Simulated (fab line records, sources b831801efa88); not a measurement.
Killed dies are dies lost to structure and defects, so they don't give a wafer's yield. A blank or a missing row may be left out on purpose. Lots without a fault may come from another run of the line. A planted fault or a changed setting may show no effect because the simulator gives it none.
fab line records | flow gf180mcu
record lots=24 wafers=72 last_day=34
route steps=602 shown NWELL@53 MVPSD@89 HV_LDD@231 CONTACT@288 V1@336
lots that met no fault: from a run of the same line without faults
start_h: hours from the record's first day to the start of the lot's first wafer shown | wait_h: hours since the lot's step before | " the same as in the row above | L1.1+2: a row that stands for several wafers | - no value, or no start given | * or withheld: withheld | < > ~ a bound
route shown NAME@n: a module of which the file shows steps, and the number in the route of the first | usual: mean/standard deviation of fault-free wafers | same: alike in all rows | chamber/n: place in a boat | sites: the reading at each site | _std_site: their standard deviation | _edge_site: outer sites' mean less inner sites' | radius_mm: how far each site lies from the wafer's centre | mask NAME#n: copy n | behind: the tool/chamber that last shaped the wafer | hold: why the lot was held/for how many hours/how that ended | device: the transistor (n, p or np) that didn't switch | end of line: the same wafers' tests at the end of the route | a step without rows: its recipe alone | killed: dies lost to structure and defects at the first sort, not the wafer's yield | map: a wafer's dies, x killed, . not, _ none there
set.NAME: the setting as run; set.NAME@STEP: as run at that earlier step | model.NAME: the simulator's own value behind a step, which no gauge read
steps of the route over a sample of lots; a table a step, a row a wafer
services: from which hour (start_h, from the record's first day; less than 0 if before it) a tool's chamber was out of use, for how many hours, and why
## steps
# step GF_NWELL_TW_MEAS_11
# usual NWELL_TW=1601/11
# columns lot.wafer tool chamber start_h wait_h NWELL_TW
L074.2 film_metro-02 - 54.57 0.1 1608
L074.4 " - " " 1620
L074.6 " - " " 1611
L075.2 film_metro-04 - 60.87 0.1 1610
L075.5 " - " " 1593
L075.6 " - " " 1589
L076.2 film_metro-03 - 66.64 0.1 1616
L076.3 " - " " 1624
L076.5 " - " " 1626
L077.3 film_metro-03 - 75.78 0.1 1621
L077.5 " - " " 1616
L077.6 " - " " 1625
L078.2 film_metro-04 - 79.87 0.1 1596
L078.3 " - " " 1584
L078.5 " - " " 1583
L079.1 film_metro-03 - 83.51 0.1 1614
L079.5 " - " " 1622
L079.6 " - " " 1610
L080.2 film_metro-04 - 91.42 0.1 1583
L080.3 " - " " 1594
L080.6 " - " " 1594
L081.1 film_metro-02 - 95.88 0.1 1594
L081.4 " - " " 1599
L081.6 " - " " 1592
L082.2 film_metro-04 - 98.44 0.1 1593
L082.4 " - " " 1594
L082.5 " - " " 1595
L083.1 film_metro-02 - 104.76 0.1 1599
L083.3 " - " " 1615
L083.6 " - " " 1609
L084.1 film_metro-03 - 111.16 0.1 1612
L084.2 " - " " 1623
L084.3 " - " " 1609
L085.1 film_metro-02 - 116.51 0.1 1605
L085.5 " - " " 1599
L085.6 " - " " 1606
L086.2 film_metro-02 - 123.19 0.1 1608
L086.3 " - " " 1606
L086.5 " - " " 1606
L087.2 film_metro-03 - 127.79 0.1 1603
L087.3 " - " " 1603
L087.6 " - " " 1603
L088.1 film_metro-04 - 132.43 0.1 1595
L088.2 " - " " 1604
L088.3 " - " " 1602
L089.1 film_metro-03 - 137.46 0.1 1602
L089.4 " - " " 1604
L089.6 " - " " 1601
L090.2 film_metro-02 - 144.67 0.1 1604
L090.3 " - " " 1606
L090.6 " - " " 1597
L091.1 film_metro-04 - 148.21 0.1 1594
L091.2 " - " " 1598
L091.4 " - " " 1596
L092.3 film_metro-02 - 156.53 0.1 1592
L092.5 " - " " 1596
L092.6 " - " " 1596
L093.1 film_metro-04 - 159.61 0.1 1591
L093.3 " - " " 1586
L093.6 " - " " 1581
L094.4 film_metro-04 - 165.03 0.1 1593
L094.5 " - " " 1589
L094.6 " - " " 1588
L095.3 film_metro-03 - 171.78 0.1 1594
L095.5 " - " " 1583
L095.6 " - " " 1603
L096.1 film_metro-02 - 176.76 0.1 1615
L096.3 " - " " 1611
L096.6 " - " " 1621
L097.1 film_metro-04 - 183.11 0.1 1586
L097.2 " - " " 1591
L097.4 " - " " 1590
# step GF_MVPSD_TW_MEAS_11
# usual MVPSD_TW=561.8/2.9
# columns lot.wafer tool chamber start_h wait_h MVPSD_TW
L074.2 film_metro-04 - 96.40 0.1 558.2
L074.4 " - " " 557.9
L074.6 " - " " 559.3
L075.2 film_metro-04 - 103.40 0.1 560.4
L075.5 " - " " 559.4
L075.6 " - " " 557.6
L076.2 film_metro-02 - 108.65 0.1 562.6
L076.3 " - " " 566.5
L076.5 " - " " 565.2
L077.3 film_metro-03 - 119.45 0.1 565.3
L077.5 " - " " 563.9
L077.6 " - " " 565.5
L078.2 film_metro-04 - 123.72 0.1 562.2
L078.3 " - " " 560.6
L078.5 " - " " 561.4
L079.1 film_metro-04 - 127.64 0.1 562.5
L079.5 " - " " 557.3
L079.6 " - " " 560.4
L080.2 film_metro-03 - 137.00 0.1 566.5
L080.3 " - " " 563.2
L080.6 " - " " 563.3
L081.1 film_metro-02 - 140.39 0.1 562.4
L081.4 " - " " 563.4
L081.6 " - " " 563.3
L082.2 film_metro-02 - 144.32 0.1 564.0
L082.4 " - " " 561.6
L082.5 " - " " 562.2
L083.1 film_metro-04 - 151.24 0.1 557.6
L083.3 " - " " 559.6
L083.6 " - " " 561.0
L084.1 film_metro-04 - 158.36 0.1 551.9
L084.2 " - " " 554.9
L084.3 " - " " 558.8
L085.1 film_metro-03 - 162.98 0.1 562.9
L085.5 " - " " 559.6
L085.6 " - " " 561.3
L086.2 film_metro-02 - 171.50 0.1 565.2
L086.3 " - " " 567.6
L086.5 " - " " 564.7
L087.2 film_metro-04 - 176.70 0.1 560.7
L087.3 " - " " 561.4
L087.6 " - " " 562.2
L088.1 film_metro-03 - 180.41 0.1 561.7
L088.2 " - " " 558.0
L088.3 " - " " 561.9
L089.1 film_metro-03 - 186.44 0.1 565.4
L089.4 " - " " 563.9
L089.6 " - " " 562.0
L090.2 film_metro-04 - 195.09 0.1 559.8
L090.3 " - " " 561.5
L090.6 " - " " 560.0
L091.1 film_metro-02 - 198.93 0.1 563.0
L091.2 " - " " 561.3
L091.4 " - " " 562.0
L092.3 film_metro-04 - 207.18 0.1 562.7
L092.5 " - " " 561.4
L092.6 " - " " 560.1
L093.1 film_metro-04 - 210.33 0.1 561.2
L093.3 " - " " 564.3
L093.6 " - " " 564.5
L094.4 film_metro-03 - 217.32 0.1 563.7
L094.5 " - " " 562.1
L094.6 " - " " 559.4
L095.3 film_metro-02 - 224.93 0.1 562.4
L095.5 " - " " 563.1
L095.6 " - " " 561.8
L096.1 film_metro-04 - 230.74 0.1 558.9
L096.3 " - " " 564.9
L096.6 " - " " 561.2
L097.1 film_metro-04 - 237.33 0.1 564.5
L097.2 " - " " 562.3
L097.4 " - " " 563.6
# step GF_HV_LDD_THK_MEAS_55
# recipe reads=SiO2_of_HV_LDD_CVD_54
# usual HV_LDD_CVD_54_THK=9.99/0.13
# columns lot.wafer tool chamber start_h wait_h HV_LDD_CVD_54_THK[nm]
L074.2 film_metro-02 - 274.39 0.0 9.82
L074.4 " - " " 9.98
L074.6 " - " " 10.01
L075.2 film_metro-04 - 283.95 0.0 9.82
L075.5 " - " " 9.96
L075.6 " - " " 9.95
L076.2 film_metro-02 - 292.40 0.0 10.06
L076.3 " - " " 10.12
L076.5 " - " " 10.05
L077.3 film_metro-04 - 303.99 0.0 10.10
L077.5 " - " " 10.06
L077.6 " - " " 10.04
L078.2 film_metro-02 - 313.30 0.0 9.88
L078.3 " - " " 9.99
L078.5 " - " " 9.91
L079.1 film_metro-04 - 319.89 0.0 10.27
L079.5 " - " " 10.07
L079.6 " - " " 10.16
L080.2 film_metro-04 - 330.95 0.0 10.06
L080.3 " - " " 9.93
L080.6 " - " " 9.94
L081.1 film_metro-04 - 334.33 0.0 10.07
L081.4 " - " " 10.21
L081.6 " - " " 10.15
L082.2 film_metro-02 - 345.43 0.0 10.28
L082.4 " - " " 10.19
L082.5 " - " " 10.06
L083.1 film_metro-04 - 350.99 0.0 10.00
L083.3 " - " " 10.04
L083.6 " - " " 10.06
L084.1 film_metro-03 - 359.93 0.0 10.10
L084.2 " - " " 10.06
L084.3 " - " " 10.10
L085.1 film_metro-03 - 366.48 0.0 10.01
L085.5 " - " " 9.94
L085.6 " - " " 9.93
L086.2 film_metro-02 - 378.21 0.0 9.83
L086.3 " - " " 9.78
L086.5 " - " " 9.83
L087.2 film_metro-03 - 381.89 0.0 9.88
L087.3 " - " " 9.87
L087.6 " - " " 9.74
L088.1 film_metro-04 - 390.14 0.0 9.81
L088.2 " - " " 9.81
L088.3 " - " " 9.94
L089.1 film_metro-04 - 400.63 0.0 10.20
L089.4 " - " " 10.30
L089.6 " - " " 10.13
L090.2 film_metro-03 - 407.01 0.0 9.72
L090.3 " - " " 9.75
L090.6 " - " " 9.68
L091.1 film_metro-04 - 416.31 0.0 9.91
L091.2 " - " " 9.99
L091.4 " - " " 9.94
L092.3 film_metro-03 - 425.89 0.0 9.98
L092.5 " - " " 9.91
L092.6 " - " " 10.01
L093.1 film_metro-04 - 434.07 0.0 9.96
L093.3 " - " " 10.05
L093.6 " - " " 9.93
L094.4 film_metro-02 - 440.42 0.0 10.08
L094.5 " - " " 10.01
L094.6 " - " " 9.96
L095.3 film_metro-02 - 451.01 0.0 9.99
L095.5 " - " " 9.93
L095.6 " - " " 10.07
L096.1 film_metro-04 - 457.92 0.0 10.10
L096.3 " - " " 10.06
L096.6 " - " " 10.08
L097.1 film_metro-03 - 466.45 0.0 9.83
L097.2 " - " " 9.84
L097.4 " - " " 9.72
# step GF_CONTACT_THK_MEAS_01
# recipe reads=SiO2_of_CONTACT_CVD_00
# usual CONTACT_CVD_00_THK=300/3.5
# columns lot.wafer tool chamber start_h wait_h CONTACT_CVD_00_THK[nm]
L074.2 film_metro-02 - 339.58 0.1 297
L074.4 " - " " 297
L074.6 " - " " 297
L075.2 film_metro-04 - 350.10 0.0 301
L075.5 " - " " 300
L075.6 " - " " 303
L076.2 film_metro-04 - 359.83 0.0 301
L076.3 " - " " 305
L076.5 " - " " 304
L077.3 film_metro-03 - 372.84 0.0 296
L077.5 " - " " 298
L077.6 " - " " 299
L078.2 film_metro-04 - 383.05 0.0 306
L078.3 " - " " 299
L078.5 " - " " 302
L079.1 film_metro-02 - 389.63 0.0 298
L079.5 " - " " 293
L079.6 " - " " 299
L080.2 film_metro-04 - 403.10 0.0 302
L080.3 " - " " 306
L080.6 " - " " 299
L081.1 film_metro-03 - 404.97 0.0 307
L081.4 " - " " 304
L081.6 " - " " 301
L082.2 film_metro-04 - 419.38 0.0 298
L082.4 " - " " 299
L082.5 " - " " 295
L083.1 film_metro-02 - 424.90 0.0 300
L083.3 " - " " 304
L083.6 " - " " 306
L084.1 film_metro-02 - 433.48 0.0 308
L084.2 " - " " 306
L084.3 " - " " 300
L085.1 film_metro-02 - 442.57 0.0 302
L085.5 " - " " 303
L085.6 " - " " 302
L086.2 film_metro-04 - 454.55 0.0 304
L086.3 " - " " 302
L086.5 " - " " 297
L087.2 film_metro-02 - 458.00 0.0 299
L087.3 " - " " 303
L087.6 " - " " 303
L088.1 film_metro-03 - 466.25 0.0 299
L088.2 " - " " 302
L088.3 " - " " 300
L089.1 film_metro-04 - 475.93 0.0 305
L089.4 " - " " 303
L089.6 " - " " 304
L090.2 film_metro-02 - 485.32 0.0 306
L090.3 " - " " 303
L090.6 " - " " 304
L091.1 film_metro-04 - 493.57 0.0 300
L091.2 " - " " 297
L091.4 " - " " 298
L092.3 film_metro-04 - 503.05 0.0 303
L092.5 " - " " 295
L092.6 " - " " 303
L093.1 film_metro-04 - 511.12 0.0 301
L093.3 " - " " 296
L093.6 " - " " 300
L094.4 film_metro-02 - 516.48 0.0 295
L094.5 " - " " 303
L094.6 " - " " 299
L095.3 film_metro-03 - 526.42 0.0 304
L095.5 " - " " 304
L095.6 " - " " 295
L096.1 film_metro-02 - 533.14 0.0 295
L096.3 " - " " 295
L096.6 " - " " 291
L097.1 film_metro-02 - 542.63 0.0 304
L097.2 " - " " 303
L097.4 " - " " 305
# step GF_V1_THK_MEAS_01
# recipe reads=SiO2_of_V1_CVD_00
# usual V1_CVD_00_THK=601/6.9
# columns lot.wafer tool chamber start_h wait_h V1_CVD_00_THK[nm]
L074.2 film_metro-02 - 386.36 0.0 612
L074.4 " - " " 601
L074.6 " - " " 601
L075.2 film_metro-02 - 399.07 0.0 591
L075.5 " - " " 600
L075.6 " - " " 596
L076.2 film_metro-03 - 408.66 0.0 589
L076.3 " - " " 612
L076.5 " - " " 594
L077.3 film_metro-02 - 421.81 0.1 604
L077.5 " - " " 599
L077.6 " - " " 603
L078.2 film_metro-03 - 433.88 0.0 607
L078.3 " - " " 599
L078.5 " - " " 602
L079.1 film_metro-03 - 440.45 0.0 594
L079.5 " - " " 598
L079.6 " - " " 600
L080.2 film_metro-02 - 456.25 0.0 615
L080.3 " - " " 601
L080.6 " - " " 603
L081.1 film_metro-02 - 456.80 0.0 597
L081.4 " - " " 596
L081.6 " - " " 595
L082.2 film_metro-01 - 471.08 0.0 615
L082.4 " - " " 608
L082.5 " - " " 612
L083.1 film_metro-01 - 476.43 0.0 598
L083.3 " - " " 598
L083.6 " - " " 602
L084.1 film_metro-01 - 485.34 0.0 596
L084.2 " - " " 598
L084.3 " - " " 602
L085.1 film_metro-01 - 494.83 0.0 599
L085.5 " - " " 610
L085.6 " - " " 601
L086.2 film_metro-01 - 506.17 0.0 601
L086.3 " - " " 613
L086.5 " - " " 600
L087.2 film_metro-03 - 508.86 0.0 602
L087.3 " - " " 609
L087.6 " - " " 594
L088.1 film_metro-02 - 517.85 0.0 598
L088.2 " - " " 599
L088.3 " - " " 605
L089.1 film_metro-02 - 525.99 0.0 599
L089.4 " - " " 598
L089.6 " - " " 602
L090.2 film_metro-01 - 535.28 0.0 609
L090.3 " - " " 597
L090.6 " - " " 600
L091.1 film_metro-02 - 543.35 0.0 599
L091.2 " - " " 608
L091.4 " - " " 604
L092.3 film_metro-03 - 551.81 0.1 610
L092.5 " - " " 606
L092.6 " - " " 602
L093.1 film_metro-02 - 560.04 0.0 606
L093.3 " - " " 600
L093.6 " - " " 595
L094.4 film_metro-01 - 563.89 0.0 612
L094.5 " - " " 601
L094.6 " - " " 610
L095.3 film_metro-03 - 573.90 0.1 598
L095.5 " - " " 596
L095.6 " - " " 608
L096.1 film_metro-02 - 580.81 0.0 600
L096.3 " - " " 587
L096.6 " - " " 594
L097.1 film_metro-02 - 589.49 0.0 590
L097.2 " - " " 596
L097.4 " - " " 602
# step GF_V1_SPUTTER_22
# recipe material=TiN target_thk_nm=10 chamber_pressure_pa=5 power_w=4000 time_s=40
# usual throttle_valve_pct=30.4/0.98
# columns lot.wafer tool chamber start_h wait_h throttle_valve_pct
L074.2 pvd_sputter-04 - 411.73 0.0 30.5
L074.4 " - " " 30.7
L074.6 " - " " 30.8
L075.2 pvd_sputter-04 - 424.46 0.0 30.8
L075.5 " - " " 30.5
L075.6 " - " " 30.0
L076.2 pvd_sputter-02 - 434.90 0.0 31.2
L076.3 " - " " 33.1
L076.5 " - " " 30.0
L077.3 pvd_sputter-03 - 448.10 0.0 30.8
L077.5 " - " " 29.1
L077.6 " - " " 29.2
L078.2 pvd_sputter-04 - 460.07 0.1 30.8
L078.3 " - " " 30.5
L078.5 " - " " 30.6
L079.1 pvd_sputter-02 - 466.16 0.0 28.8
L079.5 " - " " 29.1
L079.6 " - " " 33.2
L080.2 pvd_sputter-03 - 482.44 0.0 29.6
L080.3 " - " " 30.4
L080.6 " - " " 30.1
L081.1 pvd_sputter-04 - 482.78 0.0 30.6
L081.4 " - " " 30.8
L081.6 " - " " 30.0
L082.2 pvd_sputter-03 - 496.63 0.0 30.8
L082.4 " - " " 29.1
L082.5 " - " " 30.8
L083.1 pvd_sputter-03 - 502.24 0.0 29.4
L083.3 " - " " 30.3
L083.6 " - " " 29.1
L084.1 pvd_sputter-04 - 510.62 0.0 31.0
L084.2 " - " " 30.6
L084.3 " - " " 30.5
L085.1 pvd_sputter-02 - 519.53 0.0 31.1
L085.5 " - " " 30.2
L085.6 " - " " 31.3
L086.2 pvd_sputter-03 - 531.29 0.0 29.3
L086.3 " - " " 30.7
L086.5 " - " " 31.0
L087.2 pvd_sputter-04 - 533.43 0.0 30.7
L087.3 " - " " 30.6
L087.6 " - " " 30.3
L088.1 pvd_sputter-02 - 542.43 0.0 30.2
L088.2 " - " " 33.2
L088.3 " - " " 29.1
L089.1 pvd_sputter-03 - 550.38 0.0 30.9
L089.4 " - " " 29.3
L089.6 " - " " 28.7
L090.2 pvd_sputter-02 - 559.69 0.0 31.0
L090.3 " - " " 33.2
L090.6 " - " " 30.3
L091.1 pvd_sputter-02 - 567.39 0.0 32.8
L091.2 " - " " 30.9
L091.4 " - " " 28.9
L092.3 pvd_sputter-04 - 575.74 0.0 30.5
L092.5 " - " " 30.2
L092.6 " - " " 30.6
L093.1 pvd_sputter-04 - 583.78 0.0 30.7
L093.3 " - " " 30.7
L093.6 " - " " 30.4
L094.4 pvd_sputter-04 - 586.65 0.0 30.5
L094.5 " - " " 29.9
L094.6 " - " " 30.5
L095.3 pvd_sputter-03 - 596.64 0.0 29.5
L095.5 " - " " 30.7
L095.6 " - " " 30.3
L096.1 pvd_sputter-03 - 603.59 0.0 30.5
L096.3 " - " " 30.9
L096.6 " - " " 29.2
L097.1 pvd_sputter-04 - 612.50 0.0 30.6
L097.2 " - " " 30.0
L097.4 " - " " 30.6
## services
# columns tool chamber start_h hours kind
pvd_sputter-04 2 402.77 - consumable_replace:kit
pvd_sputter-04 2 402.77 18.0 scheduled_down
pvd_sputter-04 2 402.77 18.0 vent_cycle
pvd_sputter-02 1 455.98 - consumable_replace:kit
pvd_sputter-02 1 455.98 18.0 scheduled_down
pvd_sputter-02 1 455.98 18.0 vent_cycle
pvd_sputter-02 - 508.40 1.1 repair
pvd_sputter-03 0 541.11 - consumable_replace:kit
pvd_sputter-03 0 541.11 18.0 scheduled_down
pvd_sputter-03 0 541.11 18.0 vent_cycle
pvd_sputter-02 - 586.35 5.3 repair
## key
fault none
